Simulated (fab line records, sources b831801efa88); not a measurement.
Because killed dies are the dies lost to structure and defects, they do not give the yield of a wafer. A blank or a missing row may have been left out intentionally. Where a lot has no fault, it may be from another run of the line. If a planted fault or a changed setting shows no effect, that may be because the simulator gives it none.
Commonality check across tools + flow gf180mcu + 42 wafers sampled across 14 lots

WHY IT WAS OPENED
GF_DNWELL_TW_MEAS_09, reading DNWELL_TW: flagged on 2 of 14 lots. Wafers without a fault read 1353, standard deviation 12.
Rule: a lot is flagged in two cases, either no wafer of it has a number, or all its wafers with numbers fall more than 4 standard deviations from that mean. All remaining lots are regarded as sound.

| lot  | measured    | on           | DNWELL_TW, wafer by wafer | flag    |
|------|-------------|--------------|---------------------------|---------|
| L190 | day 3 02:24 | filmMetro-02 | 1337 1332 1347            |         |
| L192 | day 3 14:25 | filmMetro-04 | 1348 1344 1340            |         |
| L194 | day 3 22:14 | filmMetro-03 | 1366 1376 1380            |         |
| L195 | day 4 01:40 | filmMetro-02 | 1349 1344 1339            |         |
| L199 | day 5 02:38 | filmMetro-02 | 30 31 31                  | FLAGGED |
| L200 | day 5 08:10 | filmMetro-02 | 31 31 31                  | FLAGGED |
| L203 | day 6 03:22 | filmMetro-02 | 1345 1340 1349            |         |
| L205 | day 6 12:49 | filmMetro-02 | 1354 1346 1348            |         |
| L206 | day 6 21:18 | filmMetro-03 | 1359 1365 1368            |         |
| L207 | day 6 23:11 | filmMetro-04 | 1362 1369 1368            |         |
| L208 | day 7 04:43 | filmMetro-04 | 1352 1344 1344            |         |
| L210 | day 7 09:52 | filmMetro-04 | 1354 1348 1352            |         |
| L211 | day 7 18:42 | filmMetro-04 | 1349 1356 1349            |         |
| L212 | day 7 22:21 | filmMetro-03 | 1360 1360 1355            |         |
Averaged over the flagged lots the numbers come to 31, -1322 from the usual (-99 or more standard deviations).

EACH LOT AND THE TOOL IT RAN ON
The record keeps 1 process step preceding the reading, out of 602 steps on the route. Read each cell as the tool, then ch plus the chambers that the sampled wafers visited, then the start.
| lot  | flag    | GF_DNWELL_DEVELOP_06            |
|------|---------|---------------------------------|
| L190 |         | lithoTrack-02 ch 0, day 3 02:00 |
| L192 |         | lithoTrack-01 ch 0, day 3 14:00 |
| L194 |         | lithoTrack-03 ch 0, day 3 21:00 |
| L195 |         | lithoTrack-02 ch 0, day 4 01:00 |
| L199 | FLAGGED | lithoTrack-03, day 5 02:00      |
| L200 | FLAGGED | lithoTrack-01, day 5 07:00      |
| L203 |         | lithoTrack-01 ch 0, day 6 02:00 |
| L205 |         | lithoTrack-01 ch 0, day 6 12:00 |
| L206 |         | lithoTrack-03 ch 0, day 6 20:00 |
| L207 |         | lithoTrack-03 ch 0, day 6 22:00 |
| L208 |         | lithoTrack-03 ch 0, day 7 04:00 |
| L210 |         | lithoTrack-01 ch 0, day 7 09:00 |
| L211 |         | lithoTrack-03 ch 0, day 7 18:00 |
| L212 |         | lithoTrack-01 ch 0, day 7 21:00 |
What these steps do:
- GF_DNWELL_DEVELOP_06: develop time 60 s.
- GF_DNWELL_TW_MEAS_09

FLAGGED OVER TOTAL, TOOL BY TOOL (the gauges that took the reading come last)
| step                 | tool          | lots run | flagged | share of the flagged lots | sound lots run after its first flagged lot |
|----------------------|---------------|----------|---------|---------------------------|--------------------------------------------|
| GF_DNWELL_DEVELOP_06 | lithoTrack-01 | 6        | 1       | some                      | 4 (L203,L205,L210,L212)                    |
| GF_DNWELL_DEVELOP_06 | lithoTrack-02 | 2        | 0       | none                      | -                                          |
| GF_DNWELL_DEVELOP_06 | lithoTrack-03 | 6        | 1       | some                      | 4 (L206,L207,L208,L211)                    |
| GF_DNWELL_TW_MEAS_09 | filmMetro-02  | 6        | 2       | all                       | 2 (L203,L205)                              |
| GF_DNWELL_TW_MEAS_09 | filmMetro-03  | 3        | 0       | none                      | -                                          |
| GF_DNWELL_TW_MEAS_09 | filmMetro-04  | 5        | 0       | none                      | -                                          |

THE TABLE: WHAT IT ALLOWS
Rows of the table that ran each flagged lot: 1, that is filmMetro-02 at GF_DNWELL_TW_MEAS_09.
- filmMetro-02 at GF_DNWELL_TW_MEAS_09 ran 6 lots, 2 of them flagged. After the first flagged lot (L203, L205), sound lots still ran on it; a lasting fault on the whole tool would not permit that.
No row of the table ran every flagged lot and no sound lot after the first.

WHAT THE SIMULATOR HAD PUT IN
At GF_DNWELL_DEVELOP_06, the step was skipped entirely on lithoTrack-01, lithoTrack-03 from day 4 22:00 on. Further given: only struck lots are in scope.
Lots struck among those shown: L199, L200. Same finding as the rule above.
